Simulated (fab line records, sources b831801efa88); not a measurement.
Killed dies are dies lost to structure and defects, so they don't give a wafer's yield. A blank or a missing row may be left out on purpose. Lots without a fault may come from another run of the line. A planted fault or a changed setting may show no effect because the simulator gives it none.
Which tool did it? | flow gf180mcu | 12 lots, 36 wafers sampled, at 6 steps of a route of 602

WHAT THE GAUGES READ, wafer by wafer
GF_M5_CD_MEAS_07: target cd 280 nm.
lot  | measured     | on        | cd_nm (nm)
L075 | day 27 03:11 | cd_sem-02 | 279.6 280.2 279.9
L077 | day 27 17:09 | cd_sem-02 | 279.5 278.5 279.1
L079 | day 28 11:19 | cd_sem-02 | 280.9 281.3 281.0
L081 | day 29 07:23 | cd_sem-02 | 278.8 279.2 278.3
L083 | day 29 14:23 | cd_sem-02 | 280.2 280.9 281.2
L085 | day 30 01:34 | cd_sem-01 | 279.5 280.0 280.6
L087 | day 30 18:33 | cd_sem-01 | 280.0 280.1 280.3
L089 | day 31 06:13 | cd_sem-01 | 278.6 277.8 277.8
L091 | day 31 17:38 | cd_sem-01 | 280.7 281.3 280.4
L093 | day 32 05:32 | cd_sem-02 | 280.2 279.1 282.2
L095 | day 32 20:20 | cd_sem-02 | 280.3 278.8 280.3
L097 | day 33 01:47 | cd_sem-02 | 281.0 279.7 279.5

WHICH TOOL RAN EACH LOT (tool, then ch and the chambers of the sampled wafers, then the start)
lot  | GF_CONTACT_STRIP_18                  | GF_M3_METAL_ETCH_16               | GF_V3_ETCH_17                                 | GF_V3_STRIP_18                       | GF_MIM_SPUTTER_02
L075 | plasma_asher-04 ch 0,1, day 16 20:47 | rie_metal-03 ch 0,1, day 22 06:11 | rie_diel-04 ch 2,3, day 23 07:07 or earlier   | plasma_asher-03 ch 0,1, day 23 07:07 | pvd_sputter-02, day 25 08:06
L077 | plasma_asher-02 ch 0,1, day 17 13:17 | rie_metal-04 ch 0,1, day 22 21:55 | rie_diel-01 ch 1,2,3, day 23 22:19 or earlier | plasma_asher-02 ch 0,1, day 23 22:19 | pvd_sputter-04, day 25 22:46
L079 | plasma_asher-04 ch 0,1, day 18 10:11 | rie_metal-04 ch 0,1, day 23 18:26 | rie_diel-04 ch 0,1,3, day 24 18:03 or earlier | plasma_asher-02 ch 0,1, day 24 18:03 | pvd_sputter-02, day 26 17:36
L081 | plasma_asher-02 ch 0,1, day 19 12:35 | rie_metal-04 ch 0,1, day 24 17:49 | rie_diel-04 ch 0,1,3, day 25 16:40 or earlier | plasma_asher-03 ch 0,1, day 25 16:40 | pvd_sputter-01, day 27 15:04
L083 | plasma_asher-02 ch 0,1, day 19 20:37 | rie_metal-01 ch 0,1, day 25 01:56 | rie_diel-01 ch 0,2,3, day 26 00:05 or earlier | plasma_asher-03 ch 0,1, day 26 00:05 | pvd_sputter-02, day 27 23:02
L085 | plasma_asher-02 ch 0,1, day 20 09:44 | rie_metal-01 ch 0,1, day 25 13:32 | rie_diel-01 ch 1,2, day 26 12:54 or earlier   | plasma_asher-03 ch 0,1, day 26 12:54 | pvd_sputter-04, day 28 10:49
L087 | plasma_asher-02 ch 0,1, day 21 10:02 | rie_metal-04 ch 0,1, day 26 11:08 | rie_diel-04 ch 0,1,3, day 27 09:49 or earlier | plasma_asher-04 ch 0,1, day 27 09:49 | pvd_sputter-02, day 29 05:31
L089 | plasma_asher-04 ch 0,1, day 21 22:56 | rie_metal-03 ch 0,1, day 26 22:35 | rie_diel-02 ch 0,2, day 27 20:31 or earlier   | plasma_asher-02 ch 0, day 27 20:31   | pvd_sputter-02, day 29 16:10
L091 | plasma_asher-02 ch 0,1, day 22 15:15 | rie_metal-04 ch 0,1, day 27 12:10 | rie_diel-04 ch 1,2,3, day 28 09:43 or earlier | plasma_asher-02 ch 0,1, day 28 09:43 | pvd_sputter-04, day 30 04:55
L093 | plasma_asher-01 ch 0,1, day 23 08:49 | rie_metal-03 ch 0,1, day 28 03:02 | rie_diel-04 ch 1,2,3, day 28 23:54 or earlier | plasma_asher-04 ch 0,1, day 28 23:54 | pvd_sputter-01, day 30 18:13
L095 | plasma_asher-02 ch 0,1, day 24 04:02 | rie_metal-01 ch 1, day 28 19:20   | rie_diel-01 ch 1,2, day 29 16:01 or earlier   | plasma_asher-02 ch 0,1, day 29 16:01 | pvd_sputter-04, day 31 09:34
L097 | plasma_asher-02 ch 0, day 24 11:35   | rie_metal-01 ch 1, day 29 02:44   | rie_diel-04 ch 2,3, day 29 23:28 or earlier   | plasma_asher-02 ch 0,1, day 29 23:28 | pvd_sputter-01, day 31 16:47
- GF_CONTACT_STRIP_18: strips in O2/N2.
- GF_M3_METAL_ETCH_16: etches the open film in Cl2/BCl3, stops on SiO2, target depth 750.8 nm, time 125.1 s.
- GF_V3_ETCH_17: etches SiO2 in C4F8/O2/Ar, stops on TiN, target depth 635 nm.
- GF_V3_STRIP_18: strips in O2/N2.
- GF_MIM_SPUTTER_02: material AlCu, target thk 450 nm, time 23.9 s.

THE ANSWER, worked out from the rows above alone
Rule: what is usual is taken from the lots themselves. Put in order of their means at a reading, lots are off if they are a third of the lots or fewer, leave a main group of 4 or more, and stand apart from it by a gap of 3 or more times the standard deviation of the main group's means; of several such gaps the widest counts. A main group whose means are all the same, to the digits that the tables above print for the reading, isn't used. A lot without any number at a reading at which 4 lots or more have one is off too. The other lots that the step has rows for count as sound.
No lot is off at any reading shown: from this, nothing can be told.

WHAT THE SIMULATOR HAD PUT IN
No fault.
